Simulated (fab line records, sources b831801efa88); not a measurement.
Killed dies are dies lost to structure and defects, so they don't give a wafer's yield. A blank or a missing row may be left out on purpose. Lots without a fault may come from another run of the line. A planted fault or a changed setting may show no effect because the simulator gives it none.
Which tool did it? | flow gf180mcu | 13 lots, 39 wafers sampled, at 5 steps of a route of 602

WHAT THE GAUGES READ, wafer by wafer
GF_NWELL_TW_MEAS_11. Usual: NWELL_TW 1566, standard deviation 16.
lot  | measured    | on            | NWELL_TW       | flag
L884 | day 3 08:19 | film_metro-03 | 1551 1542 1545 |
L885 | day 3 14:18 | film_metro-03 | 1557 1561 1551 |
L886 | day 3 18:14 | film_metro-01 | 1582 1584 1584 |
L887 | day 4 00:37 | film_metro-04 | 1579 1574 1576 |
L888 | day 4 05:16 | film_metro-01 | 1577 1564 1566 |
L893 | day 5 12:28 | film_metro-03 | 1547 1552 1550 |
L895 | day 5 21:12 | film_metro-03 | 1552 1550 1558 |
L899 | day 6 19:02 | film_metro-03 | 1545 1546 1553 |
L900 | day 6 23:46 | film_metro-01 | 1578 1580 1581 |
L901 | day 7 03:42 | film_metro-03 | 1554 1548 1550 |
L903 | day 7 16:31 | film_metro-01 | 1580 1583 1576 |
L905 | day 8 01:57 | film_metro-03 | 1548 1548 1556 |
L906 | day 8 08:59 | film_metro-03 | 1556 1546 1551 |

GF_VT_IMPLANT_OVL_MEAS_40. Usual: VT_IMPLANT_03_OVL 0.1 nm, standard deviation 1.2.
lot  | measured     | on         | VT_IMPLANT_03_OVL (nm) | flag
L884 | day 7 14:11  | overlay-01 | 1.4 1.3 2.1            |
L885 | day 7 20:41  | overlay-02 | 0.9 -2.1 -0.3          |
L886 | day 8 02:35  | overlay-02 | 0.1 -2.0 -1.7          |
L887 | day 8 09:43  | overlay-02 | 1.3 0.7 1.6            |
L888 | day 8 13:17  | overlay-02 | -0.4 0.4 0.7           |
L893 | day 10 06:16 | overlay-02 | -0.5 2.2 1.1           |
L895 | day 10 17:04 | overlay-02 | -0.1 -3.3 0.4          |
L899 | day 11 20:23 | overlay-01 | 1.5 0.5 0.9            |
L900 | day 12 00:43 | overlay-01 | 0.1 1.5 1.1            |
L901 | day 12 06:45 | overlay-02 | 0.6 0.3 0.4            |
L903 | day 12 20:28 | overlay-01 | 0.3 -1.4 -0.1          |
L905 | day 13 10:28 | overlay-02 | -2.7 -0.1 0.2          |
L906 | day 13 16:52 | overlay-01 | -1.0 0.1 0.8           |

GF_VT_IMPLANT_RS_MEAS_48: measures by four-point-probe. Usual: LVPWELL_RS 1196 ohm/sq, standard deviation 3.1.
lot  | measured     | on            | LVPWELL_RS (ohm/sq) | flag
L884 | day 7 14:56  | film_metro-01 | 1196 1199 1197      |
L885 | day 7 21:25  | film_metro-01 | 1196 1196 1199      |
L886 | day 8 03:25  | film_metro-03 | 1198 1192 1192      |
L887 | day 8 10:29  | film_metro-03 | 1196 1196 1195      |
L888 | day 8 14:14  | film_metro-03 | 1198 1196 1199      |
L893 | day 10 07:02 | film_metro-01 | 1133 1137 1137      | OFF
L895 | day 10 17:48 | film_metro-04 | 1139 1139 1140      | OFF
L899 | day 11 21:16 | film_metro-04 | 1194 1197 1199      |
L900 | day 12 01:33 | film_metro-04 | 1200 1199 1198      |
L901 | day 12 07:36 | film_metro-03 | 1203 1200 1202      |
L903 | day 12 21:12 | film_metro-04 | 1191 1200 1196      |
L905 | day 13 11:16 | film_metro-03 | 1195 1195 1192      |
L906 | day 13 17:37 | film_metro-04 | 1195 1197 1199      |

WHICH TOOL RAN EACH LOT (tool, then ch and the chambers of the sampled wafers, then the start)
lot  | GF_LVPWELL_IMPLANT_08          | GF_VT_IMPLANT_STRIP_42
L884 | implanter-01 ch 0, day 3 21:47 | plasma_asher-03 ch 0,1, day 7 14:22
L885 | implanter-03 ch 0, day 4 03:44 | plasma_asher-04 ch 0,1, day 7 20:52
L886 | implanter-03 ch 0, day 4 06:57 | plasma_asher-04 ch 0,1, day 8 02:47
L887 | implanter-03 ch 0, day 4 14:35 | plasma_asher-03 ch 0,1, day 8 09:55
L888 | implanter-03 ch 0, day 4 18:59 | plasma_asher-04 ch 0,1, day 8 13:28
L893 | implanter-02 ch 0, day 6 03:14 | plasma_asher-03 ch 0,1, day 10 06:28
L895 | implanter-02 ch 0, day 6 12:45 | plasma_asher-02 ch 0,1, day 10 17:15
L899 | implanter-01 ch 0, day 7 10:08 | plasma_asher-04 ch 0,1, day 11 20:35
L900 | implanter-03 ch 0, day 7 15:36 | plasma_asher-03 ch 0,1, day 12 00:54
L901 | implanter-03 ch 0, day 7 19:22 | plasma_asher-03 ch 0,1, day 12 06:56
L903 | implanter-01 ch 0, day 8 07:58 | plasma_asher-04 ch 0,1, day 12 20:39
L905 | implanter-01 ch 0, day 8 17:45 | plasma_asher-03 ch 0,1, day 13 10:39
L906 | implanter-01 ch 0, day 9 01:09 | plasma_asher-04 ch 1, day 13 17:02
- GF_LVPWELL_IMPLANT_08
- GF_VT_IMPLANT_STRIP_42: strips in O2/N2.

WHAT THE TOOLS THEMSELVES READ (means of the sampled wafers that have a number; where no wafer has one, the mark that the record gives instead)
GF_LVPWELL_IMPLANT_08. Usual: dose_ions_cm2 1.4998e+13, standard deviation 1.4e+10; faraday_current_uA 84.6, standard deviation 1.7.
lot  | tool         | dose_ions_cm2 | faraday_current_uA | flag
L884 | implanter-01 | 1.5008e+13    | 84.3               |
L885 | implanter-03 | 1.4983e+13    | 84.0               |
L886 | implanter-03 | 1.4987e+13    | 85.5               |
L887 | implanter-03 | 1.5000e+13    | 84.8               |
L888 | implanter-03 | 1.4992e+13    | 84.1               |
L893 | implanter-02 | 1.6544e+13    | 91.8               | OFF
L895 | implanter-02 | 1.6551e+13    | 94.2               | OFF
L899 | implanter-01 | 1.5000e+13    | 83.6               |
L900 | implanter-03 | 1.5021e+13    | 84.0               |
L901 | implanter-03 | 1.5006e+13    | 85.8               |
L903 | implanter-01 | 1.5017e+13    | 85.1               |
L905 | implanter-01 | 1.4996e+13    | 85.0               |
L906 | implanter-01 | 1.5006e+13    | 84.7               |

GF_VT_IMPLANT_STRIP_42. Usual: drypump_motor_current_A 5.8 A, standard deviation 0.36; heater_power_w 334 W, standard deviation 39; o2_flow_sccm 3000 sccm, standard deviation 9.5; oes_product_au 0.716 a.u., standard deviation 0.0047; strip_time_to_endpoint_s 12.62 s, standard deviation 0.034.
lot  | tool            | drypump_motor_current_A (A) | heater_power_w (W) | o2_flow_sccm (sccm) | oes_product_au (a.u.) | strip_time_to_endpoint_s (s) | flag
L884 | plasma_asher-03 | 5.3                         | 335                | 2996                | 0.714                 | 12.58                        |
L885 | plasma_asher-04 | 6.1                         | 320                | 3005                | 0.716                 | 12.64                        |
L886 | plasma_asher-04 | 6.2                         | 316                | 2998                | 0.718                 | 12.67                        |
L887 | plasma_asher-03 | 5.4                         | 334                | 3000                | 0.714                 | 12.63                        |
L888 | plasma_asher-04 | 6.2                         | 325                | 2997                | 0.715                 | 12.62                        |
L893 | plasma_asher-03 | 5.4                         | 352                | 3007                | 0.716                 | 12.64                        |
L895 | plasma_asher-02 | 6.0                         | 322                | 3011                | 0.719                 | 12.56                        |
L899 | plasma_asher-04 | 6.1                         | 319                | 3002                | 0.718                 | 12.62                        |
L900 | plasma_asher-03 | 5.4                         | 355                | 2998                | 0.721                 | 12.61                        |
L901 | plasma_asher-03 | 5.4                         | 338                | 2993                | 0.716                 | 12.61                        |
L903 | plasma_asher-04 | 6.1                         | 323                | 3000                | 0.721                 | 12.57                        |
L905 | plasma_asher-03 | 5.3                         | 335                | 2997                | 0.719                 | 12.63                        |
L906 | plasma_asher-04 | 6.3                         | 292                | 2989                | 0.713                 | 12.62                        |

THE ANSWER, worked out from the rows above alone
Rule: a lot is off if the mean of its wafers that have a number lies more than 3 standard deviations from the usual mean. A lot without any number at a reading at which 4 lots or more have one is off too. The other lots that the step has rows for count as sound. The gauges are gone through in route order, then the tools' own readings, and for those a lot's mean is taken as printed above. The first step at which some lot is off is used, and at that step the reading that is off furthest; a lot without a number counts as furthest.
Off: L893, L895, at GF_VT_IMPLANT_RS_MEAS_48 (LVPWELL_RS).
A tool fits if, at a process step before that reading, it ran every lot that is off, and no sound lot after the first of them. The gauges at GF_VT_IMPLANT_RS_MEAS_48 aren't tried: what is off there is off at GF_LVPWELL_IMPLANT_08 too, on other tools, and a gauge's error can't cause that. One fits: implanter-02 at GF_LVPWELL_IMPLANT_08. It ran no sound lot before its first lot that is off in this sample, so the start can't be narrowed down.
The tool's own readings at GF_LVPWELL_IMPLANT_08 bear it out: on the lots that are off they differ by more than 5 times the standard deviation of the sound lots' means. dose_ions_cm2 reads 1.6548e+13 there against 1.5001e+13 on the sound lots; faraday_current_uA reads 93.0 there against 84.6 on the sound lots.

WHAT THE SIMULATOR HAD PUT IN
Process parameter drift: implanter-02, from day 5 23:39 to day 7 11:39, at GF_LVPWELL_IMPLANT_08. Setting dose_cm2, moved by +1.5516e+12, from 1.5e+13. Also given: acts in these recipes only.
Lots struck among those shown: L893, L895. The rule above found the same.
